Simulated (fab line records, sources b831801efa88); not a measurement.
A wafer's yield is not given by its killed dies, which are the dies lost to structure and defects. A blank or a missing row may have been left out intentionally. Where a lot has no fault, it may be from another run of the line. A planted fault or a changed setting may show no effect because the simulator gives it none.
fab line records + flow sky130
[record]
- lots = 15
- wafers = 45
- last_day = 50
route steps=708 shown NWELL@76 SONOS_ONO@179
lots that met no fault: taken from a fault-free run of the same line
start_h: start of the lot's first displayed wafer, in hours after the record's first day + wait_h: how many hours have passed since the lot's step before this one + " the same as in the row above + L1.1+2: one row covering several wafers at once + - either no value or no given start + * or withheld: withheld + < > ~ a bound
route shown NAME@n: a module of which the file shows steps, and the number in the route of the first + usual: mean and standard deviation over wafers with no fault + same: alike in all rows + chamber/n: place in a boat + sites: readings site by site + _std_site: standard deviation of those values + _edge_site: the outer-site mean with the inner-site mean subtracted + radius_mm: for every site, how far away it sits from the centre of the wafer + mask NAME#n: copy n + behind: the tool/chamber that last shaped the wafer + hold: the reason the lot was held/the length of the hold in hours/how it ended + device: transistor that didn't switch, given as n, p or np + end of line: the same wafers' tests at the end of the route + a step without rows: its recipe alone + killed: dies lost to structure and defects at the first sort, not the wafer's yield + map: a wafer's dies, x killed, . not, _ none there
set.NAME: the setting that was run; set.NAME@STEP: the one run at that earlier step + model.NAME: the simulator's own value behind a step, which no gauge read
one table for each step of the route and one row for each wafer, over a sample of lots
services: a tool's chamber out of use, with start hour (start_h, from the record's first day; less than 0 if before it), hours out, and reason
[[steps]]
[step SKY_NWELL_OVL_MEAS_23]
[usual]
- NWELL_01_OVL = 0.0/1.5
| lot.wafer | tool       | chamber | start_h | wait_h | NWELL_01_OVL[nm] |
|-----------|------------|---------|---------|--------|------------------|
| L416.1    | overlay-02 | -       | 106.24  | -      | 2.3              |
| L416.3    | "          | -       | "       | "      | 1.8              |
| L416.4    | "          | -       | "       | "      | 0.7              |
| L418.3    | overlay-01 | -       | 114.05  | -      | 3.1              |
| L418.4    | "          | -       | "       | "      | 1.9              |
| L418.6    | "          | -       | "       | "      | 0.2              |
| L417.3    | overlay-01 | -       | 114.40  | -      | 1.6              |
| L417.4    | "          | -       | "       | "      | 0.3              |
| L417.6    | "          | -       | "       | "      | 0.6              |
| L419.4    | overlay-02 | -       | 121.47  | -      | -0.5             |
| L419.5    | "          | -       | "       | "      | -0.1             |
| L419.6    | "          | -       | "       | "      | -0.2             |
| L420.4    | overlay-01 | -       | 127.25  | -      | 0.0              |
| L420.5    | "          | -       | "       | "      | -1.6             |
| L420.6    | "          | -       | "       | "      | -1.5             |
| L421.2    | overlay-01 | -       | 134.76  | -      | -2.0             |
| L421.4    | "          | -       | "       | "      | -0.7             |
| L421.6    | "          | -       | "       | "      | -1.8             |
| L422.3    | overlay-02 | -       | 143.57  | -      | -0.1             |
| L422.4    | "          | -       | "       | "      | -0.2             |
| L422.5    | "          | -       | "       | "      | -1.8             |
| L423.1    | overlay-01 | -       | 150.73  | -      | -0.2             |
| L423.4    | "          | -       | "       | "      | -2.0             |
| L423.5    | "          | -       | "       | "      | 0.3              |
| L427.2    | overlay-01 | -       | 173.30  | -      | -1.5             |
| L427.4    | "          | -       | "       | "      | -1.0             |
| L427.6    | "          | -       | "       | "      | -1.0             |
| L428.2    | overlay-01 | -       | 176.60  | -      | 0.0              |
| L428.4    | "          | -       | "       | "      | -2.4             |
| L428.6    | "          | -       | "       | "      | -2.0             |
| L430.1    | overlay-02 | -       | 192.04  | -      | 2.5              |
| L430.2    | "          | -       | "       | "      | 1.4              |
| L430.6    | "          | -       | "       | "      | 0.7              |
| L432.3    | overlay-02 | -       | 202.34  | -      | 0.0              |
| L432.4    | "          | -       | "       | "      | 1.2              |
| L432.6    | "          | -       | "       | "      | 0.6              |
| L433.3    | overlay-02 | -       | 206.39  | -      | -0.3             |
| L433.4    | "          | -       | "       | "      | -1.0             |
| L433.6    | "          | -       | "       | "      | -1.1             |
| L434.1    | overlay-02 | -       | 210.81  | -      | 2.5              |
| L434.4    | "          | -       | "       | "      | 3.2              |
| L434.6    | "          | -       | "       | "      | 2.7              |
| L439.2    | overlay-02 | -       | 242.31  | -      | 0.0              |
| L439.3    | "          | -       | "       | "      | -2.0             |
| L439.5    | "          | -       | "       | "      | 0.2              |
[step SKY_NWELL_STRIP_25]
[recipe]
- chemistry = O2/N2
- power_w = 1400
- pressure_mtorr = 1500
- platen_temp_c = withheld
- o2_flow_sccm = 3000
- n2_flow_sccm = 300
- overash_fraction = 0.5
[usual]
- drypump_motor_current_A = 5.60/0.29
- n2_flow_sccm = 300.2/0.9
- oes_product_au = 0.722/0.0043
- strip_time_to_endpoint_s = 36.94/0.12
[same]
- overash_fraction = 0.5
| lot.wafer | tool            | chamber | start_h | wait_h | drypump_motor_current_A | n2_flow_sccm | oes_product_au | rf_hours_counter_h | strip_time_to_endpoint_s |
|-----------|-----------------|---------|---------|--------|-------------------------|--------------|----------------|--------------------|--------------------------|
| L416.1    | plasma_asher-02 | 0       | 106.43  | 0.1    | 6.00                    | 300.5        | 0.726          | 30                 | 36.96                    |
| L416.3    | "               | 1       | "       | "      | 5.73                    | 298.8        | 0.725          | -                  | 37.05                    |
| L416.4    | "               | 0       | "       | "      | 6.01                    | 300.2        | 0.720          | -                  | 37.06                    |
| L418.3    | plasma_asher-02 | 1       | 114.26  | 0.1    | 5.74                    | 301.5        | 0.730          | -                  | 36.89                    |
| L418.4    | "               | 0       | "       | "      | 6.03                    | 302.0        | 0.720          | -                  | 36.83                    |
| L418.6    | "               | 1       | "       | "      | 5.74                    | 301.3        | 0.726          | -                  | 36.95                    |
| L417.3    | plasma_asher-04 | 0       | 114.61  | 0.1    | 5.57                    | 301.1        | 0.725          | -                  | 36.75                    |
| L417.4    | "               | 1       | "       | "      | 5.12                    | 300.5        | 0.724          | -                  | 36.88                    |
| L417.6    | "               | 1       | "       | "      | 5.12                    | 300.4        | 0.721          | -                  | 36.76                    |
| L419.4    | plasma_asher-04 | 1       | 121.67  | 0.1    | 5.11                    | 300.0        | 0.726          | -                  | 37.04                    |
| L419.5    | "               | 1       | "       | "      | 5.10                    | 300.8        | 0.721          | -                  | 37.01                    |
| L419.6    | "               | 0       | "       | "      | 5.54                    | 300.3        | 0.724          | -                  | 36.97                    |
| L420.4    | plasma_asher-04 | 0       | 127.45  | 0.1    | 5.54                    | 299.3        | 0.720          | -                  | 36.62                    |
| L420.5    | "               | 1       | "       | "      | 5.11                    | 300.2        | 0.717          | -                  | 36.82                    |
| L420.6    | "               | 0       | "       | "      | 5.57                    | 299.7        | 0.728          | -                  | 36.65                    |
| L421.2    | plasma_asher-03 | 0       | 134.94  | 0.1    | 5.51                    | 299.7        | 0.720          | 2                  | 36.95                    |
| L421.4    | "               | 0       | "       | "      | 5.49                    | 301.2        | 0.722          | -                  | 36.95                    |
| L421.6    | "               | 1       | "       | "      | 5.57                    | 301.9        | 0.719          | -                  | 36.88                    |
| L422.3    | plasma_asher-02 | 0       | 143.77  | 0.1    | 6.02                    | 301.1        | 0.720          | -                  | 36.99                    |
| L422.4    | "               | 1       | "       | "      | 5.70                    | 300.7        | 0.715          | -                  | 36.95                    |
| L422.5    | "               | 1       | "       | "      | 5.72                    | 299.7        | 0.726          | -                  | 37.17                    |
| L423.1    | plasma_asher-03 | 0       | 150.92  | 0.1    | 5.49                    | 300.5        | 0.725          | 3                  | 36.88                    |
| L423.4    | "               | 1       | "       | "      | 5.56                    | 299.7        | 0.721          | -                  | 36.90                    |
| L423.5    | "               | 1       | "       | "      | 5.59                    | 301.6        | 0.726          | -                  | 36.92                    |
| L427.2    | plasma_asher-04 | 0       | 173.48  | 0.1    | 5.60                    | 298.3        | 0.723          | 48                 | 36.78                    |
| L427.4    | "               | 1       | "       | "      | 5.11                    | 300.4        | 0.724          | -                  | 36.86                    |
| L427.6    | "               | 1       | "       | "      | 5.15                    | 301.2        | 0.729          | -                  | 36.81                    |
| L428.2    | plasma_asher-02 | 1       | 176.78  | 0.1    | 5.74                    | 299.9        | 0.733          | 36                 | 37.19                    |
| L428.4    | "               | 0       | "       | "      | 6.02                    | 301.6        | 0.721          | -                  | 37.21                    |
| L428.6    | "               | 0       | "       | "      | 6.00                    | 303.2        | 0.720          | -                  | 37.18                    |
| L430.1    | plasma_asher-02 | 1       | 192.23  | 0.1    | 5.72                    | 299.5        | 0.725          | 38                 | 37.17                    |
| L430.2    | "               | 0       | "       | "      | 5.99                    | 299.0        | 0.719          | 38                 | 37.10                    |
| L430.6    | "               | 0       | "       | "      | 6.02                    | 299.2        | 0.718          | -                  | 37.10                    |
| L432.3    | plasma_asher-04 | 0       | 202.55  | 0.1    | 5.56                    | 299.4        | 0.727          | -                  | 36.84                    |
| L432.4    | "               | 1       | "       | "      | 5.15                    | 299.4        | 0.716          | -                  | 36.94                    |
| L432.6    | "               | 0       | "       | "      | 5.57                    | 300.4        | 0.717          | -                  | 36.85                    |
| L433.3    | plasma_asher-04 | 1       | 206.60  | 0.1    | 5.12                    | 299.7        | 0.722          | -                  | 36.95                    |
| L433.4    | "               | 0       | "       | "      | 5.57                    | 300.6        | 0.724          | -                  | 36.87                    |
| L433.6    | "               | 0       | "       | "      | 5.61                    | 299.9        | 0.720          | -                  | 36.96                    |
| L434.1    | plasma_asher-02 | 0       | 210.99  | 0.1    | 6.00                    | 299.0        | 0.730          | 40                 | 37.11                    |
| L434.4    | "               | 0       | "       | "      | 6.01                    | 299.2        | 0.721          | -                  | 37.01                    |
| L434.6    | "               | 0       | "       | "      | 6.02                    | 300.1        | 0.720          | -                  | 37.10                    |
| L439.2    | plasma_asher-02 | 0       | 242.49  | 0.1    | 6.00                    | 299.2        | 0.723          | 43                 | 37.00                    |
| L439.3    | "               | 1       | "       | "      | 5.75                    | 300.3        | 0.722          | -                  | 37.06                    |
| L439.5    | "               | 0       | "       | "      | 6.02                    | 298.6        | 0.725          | -                  | 37.04                    |
[step SKY_SONOS_ONO_PEB_11]
[recipe]
- temp_c = withheld
- time_s = *
- resist = NOVOLAK
[usual]
- chill_plate_temp_C = *
- exhaust_pa = 45.1/0.87
| lot.wafer | tool           | chamber | start_h | wait_h | chill_plate_temp_C | exhaust_pa |
|-----------|----------------|---------|---------|--------|--------------------|------------|
| L416.1    | litho_track-01 | 0       | 289.08  | -      | *                  | 46.0       |
| L416.3    | "              | 0       | "       | "      | *                  | 45.1       |
| L416.4    | "              | 0       | "       | "      | *                  | 45.8       |
| L418.3    | litho_track-01 | 0       | 299.23  | -      | *                  | 43.7       |
| L418.4    | "              | 0       | "       | "      | *                  | 44.3       |
| L418.6    | "              | 0       | "       | "      | *                  | 44.6       |
| L417.3    | litho_track-02 | 0       | 299.44  | -      | *                  | 46.5       |
| L417.4    | "              | 0       | "       | "      | *                  | 45.8       |
| L417.6    | "              | 0       | "       | "      | *                  | 47.4       |
| L419.4    | litho_track-02 | 0       | 305.22  | -      | *                  | 47.4       |
| L419.5    | "              | 0       | "       | "      | *                  | 44.4       |
| L419.6    | "              | 0       | "       | "      | *                  | 45.6       |
| L420.4    | litho_track-02 | 0       | 314.52  | -      | *                  | 46.0       |
| L420.5    | "              | 0       | "       | "      | *                  | 45.5       |
| L420.6    | "              | 0       | "       | "      | *                  | 44.4       |
| L421.2    | litho_track-01 | 0       | 320.36  | -      | *                  | 45.8       |
| L421.4    | "              | 0       | "       | "      | *                  | 45.1       |
| L421.6    | "              | 0       | "       | "      | *                  | 46.5       |
| L422.3    | litho_track-01 | 0       | 335.78  | -      | *                  | 44.9       |
| L422.4    | "              | 0       | "       | "      | *                  | 44.1       |
| L422.5    | "              | 0       | "       | "      | *                  | 44.3       |
| L423.1    | litho_track-01 | 0       | 345.63  | -      | *                  | 44.4       |
| L423.4    | "              | 0       | "       | "      | *                  | 45.3       |
| L423.5    | "              | 0       | "       | "      | *                  | 45.3       |
| L427.2    | litho_track-04 | 0       | 373.08  | -      | *                  | 44.6       |
| L427.4    | "              | 0       | "       | "      | *                  | 44.0       |
| L427.6    | "              | 0       | "       | "      | *                  | 44.5       |
| L428.2    | litho_track-01 | 0       | 376.66  | -      | *                  | 44.4       |
| L428.4    | "              | 0       | "       | "      | *                  | 44.0       |
| L428.6    | "              | 0       | "       | "      | *                  | 44.8       |
| L430.1    | litho_track-02 | 0       | 400.49  | -      | *                  | 44.4       |
| L430.2    | "              | 0       | "       | "      | *                  | 44.8       |
| L430.6    | "              | 0       | "       | "      | *                  | 45.9       |
| L432.3    | litho_track-02 | -       | 410.84  | -      | -                  | -          |
| L432.4    | "              | -       | "       | "      | -                  | -          |
| L432.6    | "              | -       | "       | "      | -                  | -          |
| L433.3    | litho_track-02 | -       | 421.09  | -      | -                  | -          |
| L433.4    | "              | -       | "       | "      | -                  | -          |
| L433.6    | "              | -       | "       | "      | -                  | -          |
| L434.1    | litho_track-02 | -       | 423.39  | -      | -                  | -          |
| L434.4    | "              | -       | "       | "      | -                  | -          |
| L434.6    | "              | -       | "       | "      | -                  | -          |
| L439.2    | litho_track-04 | 0       | 471.58  | -      | *                  | 45.8       |
| L439.3    | "              | 0       | "       | "      | *                  | 45.2       |
| L439.5    | "              | 0       | "       | "      | *                  | 43.8       |
[step SKY_SONOS_ONO_CD_MEAS_13]
[recipe]
- target_cd_nm = 410
[usual]
- cd_nm = 409.3/2.2
| lot.wafer | tool      | chamber | start_h | wait_h | cd_nm |
|-----------|-----------|---------|---------|--------|-------|
| L416.1    | cd_sem-02 | -       | 289.38  | 0.1    | 405.6 |
| L416.3    | "         | -       | "       | "      | 407.1 |
| L416.4    | "         | -       | "       | "      | 408.7 |
| L418.3    | cd_sem-01 | -       | 299.52  | 0.1    | 409.0 |
| L418.4    | "         | -       | "       | "      | 408.6 |
| L418.6    | "         | -       | "       | "      | 409.2 |
| L417.3    | cd_sem-02 | -       | 299.73  | 0.1    | 407.7 |
| L417.4    | "         | -       | "       | "      | 406.5 |
| L417.6    | "         | -       | "       | "      | 407.0 |
| L419.4    | cd_sem-02 | -       | 305.50  | 0.1    | 410.5 |
| L419.5    | "         | -       | "       | "      | 410.0 |
| L419.6    | "         | -       | "       | "      | 412.3 |
| L420.4    | cd_sem-02 | -       | 314.80  | 0.1    | 408.1 |
| L420.5    | "         | -       | "       | "      | 404.9 |
| L420.6    | "         | -       | "       | "      | 406.4 |
| L421.2    | cd_sem-01 | -       | 320.65  | 0.1    | 409.2 |
| L421.4    | "         | -       | "       | "      | 404.6 |
| L421.6    | "         | -       | "       | "      | 410.6 |
| L422.3    | cd_sem-01 | -       | 336.07  | 0.1    | 406.6 |
| L422.4    | "         | -       | "       | "      | 408.0 |
| L422.5    | "         | -       | "       | "      | 405.2 |
| L423.1    | cd_sem-01 | -       | 345.93  | 0.1    | 407.9 |
| L423.4    | "         | -       | "       | "      | 408.4 |
| L423.5    | "         | -       | "       | "      | 410.1 |
| L427.2    | cd_sem-01 | -       | 373.37  | 0.1    | 406.6 |
| L427.4    | "         | -       | "       | "      | 409.9 |
| L427.6    | "         | -       | "       | "      | 410.5 |
| L428.2    | cd_sem-02 | -       | 376.95  | 0.1    | 413.6 |
| L428.4    | "         | -       | "       | "      | 412.0 |
| L428.6    | "         | -       | "       | "      | 413.6 |
| L430.1    | cd_sem-01 | -       | 400.90  | 0.2    | 410.7 |
| L430.2    | "         | -       | "       | "      | 411.3 |
| L430.6    | "         | -       | "       | "      | 410.7 |
| L432.3    | cd_sem-01 | -       | 411.13  | 0.1    | 410.7 |
| L432.4    | "         | -       | "       | "      | 410.6 |
| L432.6    | "         | -       | "       | "      | 413.5 |
| L433.3    | cd_sem-02 | -       | 421.38  | 0.1    | 408.5 |
| L433.4    | "         | -       | "       | "      | 410.5 |
| L433.6    | "         | -       | "       | "      | 409.8 |
| L434.1    | cd_sem-01 | -       | 423.69  | 0.1    | 407.7 |
| L434.4    | "         | -       | "       | "      | 406.9 |
| L434.6    | "         | -       | "       | "      | 406.9 |
| L439.2    | cd_sem-01 | -       | 471.87  | 0.1    | 408.1 |
| L439.3    | "         | -       | "       | "      | 410.0 |
| L439.5    | "         | -       | "       | "      | 411.2 |
[[services]]
| tool            | chamber | start_h | hours | kind                      |
|-----------------|---------|---------|-------|---------------------------|
| plasma_asher-03 | -       | 108.75  | 9.0   | pm                        |
| plasma_asher-03 | 0       | 108.75  | 9.0   | vent_cycle                |
| plasma_asher-03 | 1       | 108.75  | 9.0   | vent_cycle                |
| plasma_asher-03 | 0       | 117.75  | -     | clean                     |
| plasma_asher-03 | 1       | 117.75  | -     | clean                     |
| plasma_asher-02 | -       | 118.42  | 2.8   | pm                        |
| litho_track-01  | -       | 132.41  | -     | consumable_replace:filter |
| litho_track-01  | -       | 181.03  | -     | consumable_replace:filter |
| plasma_asher-04 | -       | 185.72  | 7.8   | repair                    |
| plasma_asher-03 | -       | 209.46  | 1.9   | repair                    |
| plasma_asher-04 | -       | 230.33  | 0.5   | repair                    |
| plasma_asher-04 | -       | 263.95  | 2.2   | repair                    |
| plasma_asher-04 | -       | 265.72  | 11.3  | repair                    |
| plasma_asher-03 | -       | 291.60  | 52.8  | repair                    |
| plasma_asher-04 | -       | 296.36  | 1.9   | repair                    |
| plasma_asher-04 | -       | 303.28  | 8.2   | repair                    |
| plasma_asher-02 | -       | 364.16  | 6.9   | repair                    |
| plasma_asher-02 | -       | 414.82  | 3.0   | repair                    |
| litho_track-01  | -       | 431.44  | -     | consumable_replace:filter |
| plasma_asher-03 | -       | 450.99  | 2.9   | repair                    |
| plasma_asher-03 | -       | 468.00  | 18.4  | pm                        |
[[key]]
[first_sign]
- step = SKY_SONOS_ONO_PEB_11
- reading = tool_record
- direction = missing
effect none on later readings
met_at SKY_SONOS_ONO_PEB_11
struck_lots L432,L433,L434
sort_left_out L432.3,L432.4,L432.6,L433.3,L433.4,L433.6,L434.1,L434.4,L434.6
tester_left_out L432,L433,L434
not_acting_at SKY_NWELL_OVL_MEAS_23,SKY_NWELL_STRIP_25,SKY_SONOS_ONO_CD_MEAS_13
onset_between 400.49 410.84
[fault]
- kind = skipped_step_whole
- tool = litho_track-02
- chamber = -
- onset_h = 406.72
- steps = SKY_SONOS_ONO_PEB_11
- scope = struck_lots_only
// tester_left_out: of these lots the tester's yield and bins aren't shown, on N5 and GAA mostly nor the transistor test; their killed dies are dies lost to structure and defects alone, not to doping, threshold or leakage, so they don't give the yield
// sort_left_out: the simulated sort isn't trusted on such a fault, so these wafers' sort isn't shown, and their yield isn't known
